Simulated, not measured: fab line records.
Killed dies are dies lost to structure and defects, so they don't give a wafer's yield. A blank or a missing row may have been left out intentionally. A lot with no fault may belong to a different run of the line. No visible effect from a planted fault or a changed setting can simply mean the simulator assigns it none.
Matching of chambers || flow sky130 || SKY_VIA4_CMP_21 on cmp-01 has 4 sister chambers
The step polishes, stops on SiO2, t overpolish 25 s, target thk 0 nm. 14 wafers are shown with their chamber, then 7 later ones without.

== WAFERS WITH THEIR CHAMBER ==
{"wafer": "L293.2", "chamber": 2, "motor current A (A)": 9.9, "overpolish run s (s)": 24.994, "time to endpoint s (s)": 119}
{"wafer": "L293.3", "chamber": 1, "motor current A (A)": 11.0, "overpolish run s (s)": 25.017, "time to endpoint s (s)": 121}
{"wafer": "L293.6", "chamber": 2, "motor current A (A)": 10.6, "overpolish run s (s)": 24.994, "time to endpoint s (s)": 115}
{"wafer": "L295.4", "chamber": 0, "motor current A (A)": 11.3, "overpolish run s (s)": 24.996, "time to endpoint s (s)": 120}
{"wafer": "L295.5", "chamber": 1, "motor current A (A)": 11.6, "overpolish run s (s)": 24.996, "time to endpoint s (s)": 119}
{"wafer": "L295.6", "chamber": 2, "motor current A (A)": 10.0, "overpolish run s (s)": 25.013, "time to endpoint s (s)": 122}
{"wafer": "L296.1", "chamber": 0, "motor current A (A)": 11.4, "overpolish run s (s)": 25.000, "time to endpoint s (s)": 117}
{"wafer": "L296.5", "chamber": 0, "motor current A (A)": 11.2, "overpolish run s (s)": 24.992, "time to endpoint s (s)": 121}
{"wafer": "L296.6", "chamber": 3, "motor current A (A)": 8.8, "overpolish run s (s)": 24.987, "time to endpoint s (s)": 124}
{"wafer": "L297.1", "chamber": 1, "motor current A (A)": 11.3, "overpolish run s (s)": 25.004, "time to endpoint s (s)": 125}
{"wafer": "L297.4", "chamber": 2, "motor current A (A)": 10.4, "overpolish run s (s)": 25.001, "time to endpoint s (s)": 122}
{"wafer": "L297.6", "chamber": 0, "motor current A (A)": 11.9, "overpolish run s (s)": 25.005, "time to endpoint s (s)": 126}
{"wafer": "L300.1", "chamber": 3, "motor current A (A)": 8.8, "overpolish run s (s)": 24.982, "time to endpoint s (s)": 126}
{"wafer": "L300.2", "chamber": 2, "motor current A (A)": 10.7, "overpolish run s (s)": 24.987, "time to endpoint s (s)": 120}

SIGNATURES (means of the wafers above)
{"reading": "motor current A", "chamber 0": 11.450, "chamber 1": 11.300, "chamber 2": 10.320, "chamber 3": 8.800, "scatter within a chamber": 0.313}
{"reading": "overpolish run s", "chamber 0": 24.99825, "chamber 1": 25.00567, "chamber 2": 24.99780, "chamber 3": 24.98450, "scatter within a chamber": 0.00847}
{"reading": "time to endpoint s", "chamber 0": 121.00, "chamber 1": 121.67, "chamber 2": 119.60, "chamber 3": 125.00, "scatter within a chamber": 3.1}
Rule: a wafer lies at a distance from a chamber equal to the root of the sum of squares, over the readings, of (its reading less the chamber's mean, divided by the reading's scatter). The wafer belongs to the nearest chamber; if the next one is less than 2 further off, it can't be placed. How the scatter is found: for the shown wafers, subtract from each reading the mean of its chamber, square and add these, divide the total by (wafers less chambers), then take the root.

== WAFERS WITHOUT THEIR CHAMBER ==
{"wafer": "L300.3", "motor current A (A)": 11.0, "overpolish run s (s)": 25.008, "time to endpoint s (s)": 124}
{"wafer": "L301.2", "motor current A (A)": 11.2, "overpolish run s (s)": 25.024, "time to endpoint s (s)": 117}
{"wafer": "L301.3", "motor current A (A)": 9.8, "overpolish run s (s)": 24.991, "time to endpoint s (s)": 121}
{"wafer": "L301.5", "motor current A (A)": 11.2, "overpolish run s (s)": 24.978, "time to endpoint s (s)": 120}
{"wafer": "L309.2", "motor current A (A)": 11.7, "overpolish run s (s)": 25.008, "time to endpoint s (s)": 120}
{"wafer": "L309.3", "motor current A (A)": 10.3, "overpolish run s (s)": 25.006, "time to endpoint s (s)": 116}
{"wafer": "L309.5", "motor current A (A)": 11.5, "overpolish run s (s)": 24.984, "time to endpoint s (s)": 120}

== THE CHAMBER EACH PASSED THROUGH ==
{"wafer": "L300.3", "from the rows above": "can't be placed: 1 or 0 or 2", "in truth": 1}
{"wafer": "L301.2", "from the rows above": "can't be placed: 1 or 0 or 2", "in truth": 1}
{"wafer": "L301.3", "from the rows above": "can't be placed: 2 or 3", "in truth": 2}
{"wafer": "L301.5", "from the rows above": "can't be placed: 0 or 1 or 2", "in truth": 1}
{"wafer": "L309.2", "from the rows above": "can't be placed: 1 or 0", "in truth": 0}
{"wafer": "L309.3", "from the rows above": 2, "in truth": 2}
{"wafer": "L309.5", "from the rows above": "can't be placed: 0 or 1", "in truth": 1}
1 of 7 placed correctly. Cannot be placed on the basis of these rows: 6; the candidates contain the true chamber in 6. Placed wrongly: 0.
